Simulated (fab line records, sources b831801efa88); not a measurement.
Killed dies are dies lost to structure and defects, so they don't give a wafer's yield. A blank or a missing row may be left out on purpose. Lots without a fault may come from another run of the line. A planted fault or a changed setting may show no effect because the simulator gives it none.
Which tool did it? | flow sky130 | 14 lots, 42 wafers sampled, at 2 steps of a route of 708

WHAT THE GAUGES READ, wafer by wafer
The record holds no reading of a measuring or inspecting step that can be judged against a usual standard deviation.

WHICH TOOL RAN EACH LOT (tool, then ch and the chambers of the sampled wafers, then the start)
lot  | SKY_FIELD_ISO_OXIDATION_01   | SKY_PAD_OPEN_PROBE_99
L805 | furnace-01 ch 0, day 1 10:40 | -
L807 | furnace-02 ch 0, day 1 20:40 | -
L809 | furnace-02 ch 0, day 2 09:55 | -
L810 | furnace-01 ch 0, day 2 13:55 | -
L811 | furnace-01 ch 0, day 2 18:28 | -
L813 | furnace-02 ch 0, day 3 05:06 | -
L814 | furnace-02 ch 0, day 3 07:47 | -
L816 | furnace-02 ch 0, day 3 17:25 | -
L817 | furnace-01 ch 0, day 3 22:44 | prober-01, day 49 15:02
L818 | furnace-01 ch 0, day 4 03:07 | -
L819 | furnace-01 ch 0, day 4 08:41 | prober-02, day 49 20:52
L820 | furnace-02 ch 0, day 4 14:46 | -
L823 | furnace-02 ch 0, day 5 04:52 | prober-02, day 51 11:36
L826 | furnace-02 ch 0, day 5 20:34 | prober-01, day 51 05:51
- SKY_FIELD_ISO_OXIDATION_01: stabilise 600 s, purge 300 s, target thk 12 nm.
- SKY_PAD_OPEN_PROBE_99

WHAT THE TOOLS THEMSELVES READ (means of the sampled wafers that have a number; where no wafer has one, the mark that the record gives instead)
SKY_FIELD_ISO_OXIDATION_01.
lot  | tool       | ox_temp_c (C) | tube_center_temp_C (C) | zone_power_lower_pct (%)
L805 | furnace-01 | 899.8         | 899.95                 | 16.2
L807 | furnace-02 | 900.3         | 899.98                 | 20.6
L809 | furnace-02 | 899.6         | 900.02                 | 20.6
L810 | furnace-01 | 899.9         | 900.07                 | 16.3
L811 | furnace-01 | 900.3         | 900.06                 | 16.3
L813 | furnace-02 | 900.0         | 900.02                 | 20.5
L814 | furnace-02 | 900.4         | 899.95                 | 20.4
L816 | furnace-02 | 900.2         | 900.06                 | 20.4
L817 | furnace-01 | 900.2         | 900.02                 | 16.2
L818 | furnace-01 | 900.4         | 899.95                 | 16.5
L819 | furnace-01 | 900.5         | 900.00                 | 16.2
L820 | furnace-02 | 899.7         | 900.00                 | 20.5
L823 | furnace-02 | 900.2         | 899.97                 | 20.4
L826 | furnace-02 | 899.9         | 900.02                 | 20.5

SKY_PAD_OPEN_PROBE_99.
lot  | tool      | killed_at_M0_to_M3 | killed_at_M4_up | killed_at_contacts | killed_at_front_end | killed_at_other | killed_dies | killed_on_rim | killed_open | killed_short
L817 | prober-01 | 46                 | 7.0             | 37                 | 16                  | 0.0             | 106         | 25            | 55          | 51
L819 | prober-02 | 36                 | 2.0             | 26                 | 16                  | 0.3             | 80          | 13            | 44          | 36
L823 | prober-02 | 36                 | 2.7             | 20                 | 126                 | 0.0             | 184         | 40            | 37          | 29
L826 | prober-01 | 35                 | 2.0             | 21                 | 126                 | 0.3             | 184         | 34            | 38          | 29

THE ANSWER, worked out from the rows above alone
Rule: what is usual is taken from the lots themselves. Put in order of their means at a reading, lots are off if they are a third of the lots or fewer, leave a main group of 4 or more, and stand apart from it by a gap of 3 or more times the standard deviation of the main group's means; of several such gaps the widest counts. A main group whose means are all the same, to the digits that the tables above print for the reading, isn't used. A lot without any number at a reading at which 4 lots or more have one is off too. The other lots that the step has rows for count as sound. The gauges are gone through in route order, then the tools' own readings, and for those a lot's mean is taken as printed above. The first step at which some lot is off is used, and at that step the reading that is off furthest; a lot without a number counts as furthest.
No lot is off at any reading shown: from this, nothing can be told.

WHAT THE SIMULATOR HAD PUT IN
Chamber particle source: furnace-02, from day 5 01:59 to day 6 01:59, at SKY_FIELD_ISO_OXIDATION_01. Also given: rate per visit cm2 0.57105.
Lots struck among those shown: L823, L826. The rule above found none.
